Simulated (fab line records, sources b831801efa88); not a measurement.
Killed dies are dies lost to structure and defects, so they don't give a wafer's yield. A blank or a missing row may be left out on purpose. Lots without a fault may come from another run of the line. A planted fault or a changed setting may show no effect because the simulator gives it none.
A struck lot beside a sound one | flow sky130 | 39 steps out of a route of 708
Sound: wafers L549.3, L549.4, L549.5. Struck: wafer L559.4. (L559.3, L559.5 of the same lot were not struck and are left out.) The cause comes at the end.
At each step with rows: each side's tool, then ch and its chambers, then its first start. Under that, the readings that differ: sound wafers | struck wafers | difference of the means | sigmas: that difference in standard deviations of wafers without a fault.
alike: readings whose means differ by less than 2 such deviations, and words and numbers that are the same on both sides. not compared: withheld readings, readings that some wafer has no value for, bounds like >300 that may hide the same value, and numbers for which the record gives no deviation and whose values overlap.
The two part at a step that has a row with sigmas, a row that says differs or no value, or rows on one side only. Numbers that don't overlap but have no deviation are shown without sigmas and don't part them. A reading that every wafer of one side lacks parts them only if that side has two wafers or more.

first, 10 steps without rows for these wafers: SKY_VIA2_ETCH_15 (etches SiO2 in C4F8/O2/Ar, stops on TiN, target depth 546 nm, time 84 s); SKY_VIA2_STRIP_16 (strips in O2/N2); SKY_VIA2_STRIP_17 (strips in post etch residue remover, time 1200 s); SKY_VIA2_CLEAN_18 (cleans in IPA, time 180 s); SKY_VIA2_CLEAN_19 (cleans in O3/DIW); SKY_VIA2_SPUTTER_20 (material TiN, target thk 20 nm, time 80 s); SKY_VIA2_CVD_21 (deposits W, target thk 420 nm, time 126.4 s); SKY_VIA2_CMP_24 (polishes, stops on SiO2, t overpolish 20 s, target thk 0 nm); SKY_METAL3_SPUTTER_00 (material Ti, target thk 15 nm, time 10 s); SKY_METAL3_SPUTTER_01 (material TiN, target thk 20 nm, time 16.7 s).
SKY_METAL3_SPUTTER_02: material AlCu, target thk 735 nm, time 39.1 s.
  sound on pvd_sputter-03, day 40 00:13; struck on pvd_sputter-03, day 42 21:11
  reading                                     | sound             | struck | difference | sigmas
  model.AlCu_of_METAL3_SPUTTER_02.thk_nm (nm) | 742.1 731.5 732.5 | 347.1  | -388.3     |
  alike: throttle_valve_pct
then, 24 steps without rows for these wafers: SKY_METAL3_SPUTTER_03 (material Ti, target thk 5 nm, time 3.3 s); SKY_METAL3_SPUTTER_04 (material TiN, target thk 70 nm, time 58.3 s); SKY_CAPM_CVD_00 (deposits SiO2, target thk 15.5 nm); SKY_CAPM_SPUTTER_02 (material TiN, target thk 200 nm, time 166.7 s); SKY_CAPM_DEHYDRATE_05 (time 60 s); SKY_CAPM_HMDS_06 (prime time 60 s); SKY_CAPM_COAT_07 (resist thk 1140 nm); SKY_CAPM_SOFTBAKE_08 (time 60 s); SKY_CAPM_EXPOSE_09 (exposes mask CAPM, target cd 1000 nm); SKY_CAPM_PEB_10; SKY_CAPM_DEVELOP_11 (develop time 60 s); SKY_CAPM_METAL_ETCH_13 (etches TiN in Cl2/BCl3, stops on SiO2, target depth 220 nm, time 62.9 s); SKY_CAPM_STRIP_14 (strips in O2/N2); SKY_CAPM_STRIP_15 (strips in post etch residue remover, time 1200 s); SKY_CAPM_CLEAN_16 (cleans in IPA, time 180 s); SKY_CAPM_CLEAN_17 (cleans in O3/DIW); SKY_METAL3_DEHYDRATE_05 (time 60 s); SKY_METAL3_HMDS_06 (prime time 60 s); SKY_METAL3_COAT_07 (resist thk 60 nm); SKY_METAL3_COAT_08 (resist thk 1140 nm); SKY_METAL3_SOFTBAKE_09 (time 90 s); SKY_METAL3_EXPOSE_10 (exposes mask MM3, target cd 300 nm); SKY_METAL3_PEB_11; SKY_METAL3_DEVELOP_12 (develop time 60 s).
SKY_METAL3_METAL_ETCH_18: etches the open film in Cl2/BCl3, stops on SiO2, target depth 845 nm, time 183.1 s.
  sound on rie_metal-01 ch 0,1, day 42 02:07; struck on rie_metal-02 ch 1, day 44 13:12
  reading                | sound                | struck | difference | sigmas
  bcl3_flow_sccm (sccm)  | 30.09 30.07 30.01    | 30.27  | +0.21      | +2
  oes_product_au (a.u.)  | 0.866 0.868 0.860    | 0.645  | -0.220     | -33
  throttle_valve_pct (%) | 22.266 22.259 22.251 | 22.291 | +0.032     | +4
  alike: chamber_pressure_mTorr, drypump_motor_current_A
  not compared: rf_hours_counter_h
SKY_VIA3_BOW_MEAS_03:
  sound on film_metro-02, day 42 03:24; struck on film_metro-01, day 44 14:29
  reading       | sound    | struck | difference | sigmas
  VIA3_BOW (um) | 79 70 72 | 98     | +24        | +3
  not compared: hold
SKY_VIA3_DEHYDRATE_04: time 60 s.
  sound on litho_track-02 ch 0, day 42 14:10; struck on litho_track-03 ch 0, day 45 03:08
  alike: exhaust_pa
  not compared: hold
-- the record jumps here: 6 days lie between the struck wafers' starts before and after (it left off in module VIA3 and takes up again in module PAD_OPEN, whose first step shown is number 708 of the route) --
SKY_PAD_OPEN_PROBE_99:
  sound on prober-01, day 48 12:16; struck on prober-02, day 50 19:46
  reading                      | sound                   | struck | difference | sigmas
  model.etest.met3.line_ohm_um | 0.1447 0.1415 0.1452    | 0.297  | +0.153     |
  model.etest.met3.rs_ohm_sq   | 0.04203 0.04281 0.04255 | 0.0918 | +0.0493    |
  alike: defect_limited_yield, killed_at_M0_to_M3, killed_at_M4_up, killed_at_contacts, killed_at_front_end, killed_at_other, killed_dies, killed_on_rim, killed_open, killed_short, sort_bin_3_pad_short, sort_bin_5_function, sort_bin_6_memory, sort_n_pass, sort_yield_pct

WHERE THEY PART
First at SKY_METAL3_METAL_ETCH_18; last, within this record, at SKY_VIA3_BOW_MEAS_03. Later steps at which nothing parts them and some readings are alike: SKY_VIA3_DEHYDRATE_04, SKY_PAD_OPEN_PROBE_99.

WHY: what the simulator had put in
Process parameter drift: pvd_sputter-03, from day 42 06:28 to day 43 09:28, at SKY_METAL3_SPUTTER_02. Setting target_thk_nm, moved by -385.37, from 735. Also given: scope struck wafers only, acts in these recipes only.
